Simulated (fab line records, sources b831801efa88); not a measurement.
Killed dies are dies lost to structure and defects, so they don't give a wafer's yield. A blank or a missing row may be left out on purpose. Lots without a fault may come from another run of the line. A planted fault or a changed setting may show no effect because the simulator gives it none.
fab line records | flow sfq_line
record lots=6 wafers=18 last_day=88
route steps=325 shown M4@160 I4@163
lots that met no fault: from a run of the same line without faults
start_h: hours from the record's first day to the start of the lot's first wafer shown | wait_h: hours since the lot's step before | " the same as in the row above | L1.1+2: a row that stands for several wafers | - no value, or no start given | * or withheld: withheld | < > ~ a bound
route shown NAME@n: a module of which the file shows steps, and the number in the route of the first | usual: mean/standard deviation of fault-free wafers | same: alike in all rows | chamber/n: place in a boat | sites: the reading at each site | _std_site: their standard deviation | _edge_site: outer sites' mean less inner sites' | radius_mm: how far each site lies from the wafer's centre | mask NAME#n: copy n | behind: the tool/chamber that last shaped the wafer | hold: why the lot was held/for how many hours/how that ended | device: the transistor (n, p or np) that didn't switch | end of line: the same wafers' tests at the end of the route | a step without rows: its recipe alone | killed: dies lost to structure and defects at the first sort, not the wafer's yield | map: a wafer's dies, x killed, . not, _ none there
set.NAME: the setting as run; set.NAME@STEP: as run at that earlier step | model.NAME: the simulator's own value behind a step, which no gauge read
lots at some steps of the route; a table a step, a row a wafer
services: from which hour (start_h, from the record's first day; less than 0 if before it) a tool's chamber was out of use, for how many hours, and why
## steps
# step SFQ_TRILAYER_M4_ETCH_METAL_ETCH_096
# recipe target=Nb stop_on=SiO2 mask_material=PR chemistry=Cl2/Ar target_depth_nm=240 icp_w=600 bias_w=80 pressure_mtorr=10 time_s=120
# usual bias_w=79.99/0.23 drypump_motor_current_A=5.67/0.17 he_backside_leak_sccm=3.6/0.45 oes_product_au=0.892/0.007 rf_fwd_power_W=596.5/2
# columns lot.wafer tool chamber start_h wait_h bias_w drypump_motor_current_A he_backside_leak_sccm oes_product_au rf_fwd_power_W rf_hours_counter_h
L472.4 rie_metal-01 1 1174.11 0.2 79.86 5.60 3.7 0.890 594.2 -
L472.5 " 1 " " 79.49 5.61 3.9 0.891 593.4 -
L472.6 " 1 " " 79.80 5.61 3.6 0.884 594.9 -
L476.2 rie_metal-04 0 1268.26 0.0 79.88 5.77 3.7 0.886 595.8 62
L476.4 " 1 " " 80.35 5.92 3.4 0.874 594.9 -
L476.6 " 0 " " 79.68 5.79 3.3 0.892 596.2 -
L480.1 rie_metal-02 1 1280.26 0.0 80.03 5.39 3.6 0.903 601.1 118
L480.2 " 0 " " 80.12 5.75 3.6 0.896 598.8 73
L480.3 " 0 " " 80.14 5.76 3.7 0.898 597.6 -
L481.4 rie_metal-01 1 1281.63 0.1 79.75 5.62 3.3 0.893 595.4 -
L481.5 " 0 " " 80.27 5.58 3.7 0.908 596.5 -
L481.6 " 1 " " 79.84 5.60 3.9 0.888 597.6 -
L490.3 rie_metal-04 0 1408.73 0.1 79.82 5.79 3.1 0.893 596.7 -
L490.5 " 0 " " 80.04 5.81 3.5 0.896 597.4 -
L490.6 " 1 " " 79.88 5.94 3.4 0.896 597.2 -
L491.3 rie_metal-01 1 1519.25 0.1 79.93 5.62 3.5 0.890 596.1 -
L491.4 " 0 " " 79.63 5.58 3.3 0.893 595.1 -
L491.6 " 0 " " 80.26 5.60 3.4 0.881 592.6 -
# step SFQ_TRILAYER_M4_STRIP_STRIP_097
# recipe gas=O2 power_w=200 platen_temp_c=40 overash_fraction=0.65 chemistry=O2 pressure_mtorr=50
# usual drypump_motor_current_A=5.67/0.17 he_backside_leak_sccm=3.55/0.22 oes_product_au=1.001/0.007
# columns lot.wafer tool chamber start_h wait_h drypump_motor_current_A he_backside_leak_sccm oes_product_au rf_hours_counter_h
L472.4 rie_metal-01 1 1174.84 0.7 5.60 3.28 1.005 -
L472.5 " 1 " " 5.61 3.61 1.011 -
L472.6 " 1 " " 5.61 3.43 1.012 -
L476.2 rie_metal-04 0 1268.39 0.1 5.78 3.28 0.991 62
L476.4 " 1 " " 5.94 3.60 0.999 -
L476.6 " 0 " " 5.77 2.92 0.997 -
L480.1 rie_metal-02 1 1280.39 0.1 5.36 3.54 0.999 118
L480.2 " 0 " " 5.69 3.43 1.000 73
L480.3 " 0 " " 5.73 3.84 0.999 -
L481.4 rie_metal-01 1 1281.92 0.2 5.64 4.26 1.003 -
L481.5 " 0 " " 5.57 3.72 1.008 -
L481.6 " 1 " " 5.61 3.40 0.997 -
L490.3 rie_metal-04 0 1409.01 0.2 5.78 3.53 0.991 -
L490.5 " 0 " " 5.77 3.61 0.990 -
L490.6 " 1 " " 5.91 3.75 0.997 -
L491.3 rie_metal-01 1 1519.54 0.2 5.62 4.33 1.003 -
L491.4 " 0 " " 5.59 3.48 1.000 -
L491.6 " 0 " " 5.60 3.43 0.993 -
# step SFQ_TRILAYER_M4_STRIP_SOLV_CLEAN_098
# recipe chemistry=NMP temp_c=70 time_s=600
# step SFQ_TRILAYER_I4_DEP_PECVD_099
# recipe material=SiO2 temp_c=150 time_s=111.11 pressure_torr=2.4 rf_w=183.3 precursor=SiH4/N2O target_thk_nm=500
# usual heater_power_w=81/13 rf_fwd_power_W=182.2/0.62 throttle_valve_pct=24.5/1.4
# columns lot.wafer tool chamber start_h wait_h heater_power_w rf_fwd_power_W throttle_valve_pct
L472.4 pecvd-02 1 1175.65 0.0 57 182.2 27.5
L472.5 " 0 " " 83 182.6 24.9
L472.6 " 2 " " 84 181.5 24.2
L476.2 pecvd-01 1 1269.16 0.0 87 181.7 22.6
L476.4 " 2 " " 72 182.5 23.0
L476.6 " 0 " " 81 183.0 23.7
L480.1 pecvd-01 2 1281.16 0.0 74 182.4 22.9
L480.2 " 1 " " 86 182.7 22.7
L480.3 " 0 " " 83 182.7 23.5
L481.4 pecvd-02 2 1282.55 0.0 82 183.0 24.1
L481.5 " 0 " " 70 182.3 24.8
L481.6 " 1 " " 45 182.1 27.2
L490.3 pecvd-04 1 1409.59 0.0 108 182.5 23.3
L490.5 " 0 " " 82 182.8 23.0
L490.6 " 2 " " 87 182.8 24.0
L491.3 pecvd-02 2 1520.15 0.0 78 181.7 24.3
L491.4 " 0 " " 71 183.2 24.8
L491.6 " 1 " " 56 182.6 27.4
# step SFQ_TRILAYER_I4_CMP_CMP_100
# recipe material=SiO2 down_force_psi=3 platen_rpm=60 pad_velocity_m_s=0.94248
# usual motor_current_A=10.1/0.98 time_to_endpoint_s=215/6.7
# columns lot.wafer tool chamber start_h wait_h motor_current_A time_to_endpoint_s
L472.4 cmp-02 0 1193.45 17.8 9.8 215
L472.6 " 0 1195.45 19.8 8.8 229
L472.5 " 1 " " 10.3 216
L476.2 cmp-02 3 1310.12 40.9 9.1 211
L476.4 " 0 " " 9.0 225
L476.6 " 1 " " 9.9 220
L480.1 cmp-01 2 1319.96 38.8 10.2 222
L480.3 " 3 " " 11.7 208
L480.2 " 0 " " 10.9 208
L481.4 cmp-02 1 1321.12 38.5 10.5 215
L481.5 " 1 1323.12 40.5 10.2 216
L481.6 " 2 " " 10.6 216
L490.3 cmp-01 3 1429.73 20.1 12.2 209
L490.6 " 0 " " 11.7 203
L490.5 " 1 " " 9.0 206
L491.4 cmp-02 1 1520.22 0.0 10.8 224
L491.3 " 3 1521.22 1.0 9.0 224
L491.6 " 1 1522.22 2.0 10.6 219
# step SFQ_I4_BOW_MEAS_927
# recipe mode=bow
# usual I4_BOW=4/7.5
# columns lot.wafer tool chamber start_h wait_h I4_BOW[um]
L472.4 film_metro-04 - 1196.51 2.6 11
L472.5 " - " " 10
L472.6 " - " " 17
L476.2 film_metro-04 - 1312.14 1.5 3
L476.4 " - " " -4
L476.6 " - " " 12
L480.1 film_metro-04 - 1322.46 2.0 4
L480.2 " - " " -7
L480.3 " - " " 5
L481.4 film_metro-02 - 1324.18 2.6 8
L481.5 " - " " 19
L481.6 " - " " 19
L490.3 film_metro-02 - 1431.27 1.0 -4
L490.5 " - " " 5
L490.6 " - " " 1
L491.3 film_metro-01 - 1523.26 1.5 5
L491.4 " - " " 12
L491.6 " - " " 4
# step SFQ_TRILAYER_I4_METRO_MEASURE_101
# usual thk_nm=200.1/0.95
# columns lot.wafer tool chamber start_h wait_h thk_nm
L472.4 film_metro-04 - 1197.17 0.6 201.3
L472.5 " - " " 199.2
L472.6 " - " " 199.7
L476.2 film_metro-04 - 1312.44 0.3 201.3
L476.4 " - " " 200.5
L476.6 " - " " 201.3
L480.1 film_metro-04 - 1322.58 0.1 201.3
L480.2 " - " " 199.1
L480.3 " - " " 200.4
L481.4 film_metro-02 - 1324.84 0.6 200.2
L481.5 " - " " 200.0
L481.6 " - " " 201.3
L490.3 film_metro-02 - 1431.75 0.5 199.1
L490.5 " - " " 198.5
L490.6 " - " " 199.0
L491.3 film_metro-01 - 1523.74 0.5 199.7
L491.4 " - " " 200.2
L491.6 " - " " 200.8
# step SFQ_TRILAYER_I4_VIA_LITHO_COAT_108
# recipe resist=BARC spin_rpm=3000 resist_thk_nm=62
# step SFQ_TRILAYER_I4_VIA_LITHO_COAT_103
# recipe resist=KrF spin_rpm=3000 resist_thk_nm=650
# step SFQ_TRILAYER_I4_VIA_LITHO_SOFTBAKE_107
# recipe temp_c=withheld time_s=withheld resist=KrF
# step SFQ_TRILAYER_I4_VIA_LITHO_EXPOSE_104
# recipe mask_id=I4 na=0.6 source_shape=conventional sigma_outer=0.65 target_cd_nm=700 dose_mj=21.3
# step SFQ_TRILAYER_I4_VIA_LITHO_PEB_106
# recipe peb_temp_c=115 peb_time_s=60 resist=KrF
# step SFQ_TRILAYER_I4_VIA_LITHO_DEVELOP_105
# recipe time_s=60 resist=KrF
# usual chill_plate_temp_C=23.02/0.11 exhaust_pa=45.0/0.93
# columns lot.wafer tool chamber start_h wait_h chill_plate_temp_C exhaust_pa model.KrF_of_TRILAYER_I4_VIA_LITHO_COAT_103.thk_nm
L472.4 litho_track-01 0 1270.49 0.1 22.85 45.1 627
L472.5 " 0 " " 22.89 44.3 626.8
L472.6 " 0 " " 22.99 44.1 625.9
L476.2 litho_track-04 0 1315.57 0.1 22.99 44.8 625.5
L476.4 " 0 " " 23.00 43.7 623.1
L476.6 " 0 " " 22.89 45.0 623.7
L480.1 litho_track-04 - 1325.88 0.1 - - 651.4
L480.2 " - " " - - 651.3
L480.3 " - " " - - 653
L481.4 litho_track-02 - 1327.62 0.1 - - 649.2
L481.5 " - " " - - 651.2
L481.6 " - " " - - 650.5
L490.3 litho_track-02 0 1551.42 0.1 22.98 44.3 623
L490.5 " 0 " " 23.09 43.9 623
L490.6 " 0 " " 22.87 45.5 622.8
L491.3 litho_track-04 0 1652.34 0.1 22.93 44.7 623.2
L491.4 " 0 " " 22.83 46.1 625.5
L491.6 " 0 " " 22.76 45.8 623.4
# step SFQ_I4_OVL_MEAS_928
# usual I4_OVL=1/5.1
# columns lot.wafer tool chamber start_h wait_h I4_OVL[nm]
L472.4 overlay-01 - 1270.59 0.1 6
L472.5 " - " " 1
L472.6 " - " " 2
L476.2 overlay-01 - 1315.70 0.1 -3
L476.4 " - " " -4
L476.6 " - " " -6
L480.1 overlay-01 - 1326.03 0.1 -
L480.2 " - " " -
L480.3 " - " " -
L481.4 overlay-01 - 1327.71 0.1 -
L481.5 " - " " -
L481.6 " - " " -
L490.3 overlay-02 - 1551.53 0.1 0
L490.5 " - " " 7
L490.6 " - " " 2
L491.3 overlay-01 - 1652.45 0.1 -10
L491.4 " - " " -13
L491.6 " - " " -4
## services
# columns tool chamber start_h hours kind
film_metro-04 - 1150.85 0.7 pm
cmp-02 - 1151.04 1.0 repair
film_metro-04 - 1152.82 1.4 pm
rie_metal-01 0 1168.97 6.5 repair
cmp-02 - 1173.04 5.4 pm
cmp-02 - 1223.54 28.7 repair
rie_metal-01 1 1244.02 14.1 repair
rie_metal-04 1 1246.41 6.7 repair
cmp-02 - 1255.28 5.0 pm
cmp-02 - 1273.92 2.2 repair
cmp-02 - 1330.21 1.0 repair
rie_metal-01 - 1348.45 2.8 pm
cmp-02 - 1369.30 1.6 repair
cmp-02 - 1379.82 0.5 repair
cmp-02 - 1385.51 0.5 repair
rie_metal-04 - 1391.62 0.8 repair
rie_metal-01 - 1396.64 14.6 pm
cmp-02 - 1429.10 0.2 repair
cmp-02 - 1430.78 1.2 repair
cmp-02 - 1432.02 4.0 pm
cmp-02 - 1517.18 0.4 repair
cmp-02 - 1533.17 3.0 repair
rie_metal-01 - 1608.60 0.2 repair
cmp-02 - 1623.40 6.5 pm
## key
first_sign step=SFQ_TRILAYER_I4_VIA_LITHO_DEVELOP_105 reading=tool_record direction=missing
effect none on later readings
model_effect step=SFQ_TRILAYER_I4_VIA_LITHO_DEVELOP_105 value=KrF_of_TRILAYER_I4_VIA_LITHO_COAT_103.thk_nm without=625.7 struck=651.1
met_at SFQ_TRILAYER_I4_VIA_LITHO_DEVELOP_105
struck_wafers L480.1,L480.2,L480.3,L481.4,L481.5,L481.6
onset_between 1315.57 1325.88
fault kind=skipped_step_whole tool=litho_track-02,litho_track-04 chamber=- onset_h=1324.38 steps=SFQ_TRILAYER_I4_VIA_LITHO_DEVELOP_105 scope=struck_lots_only
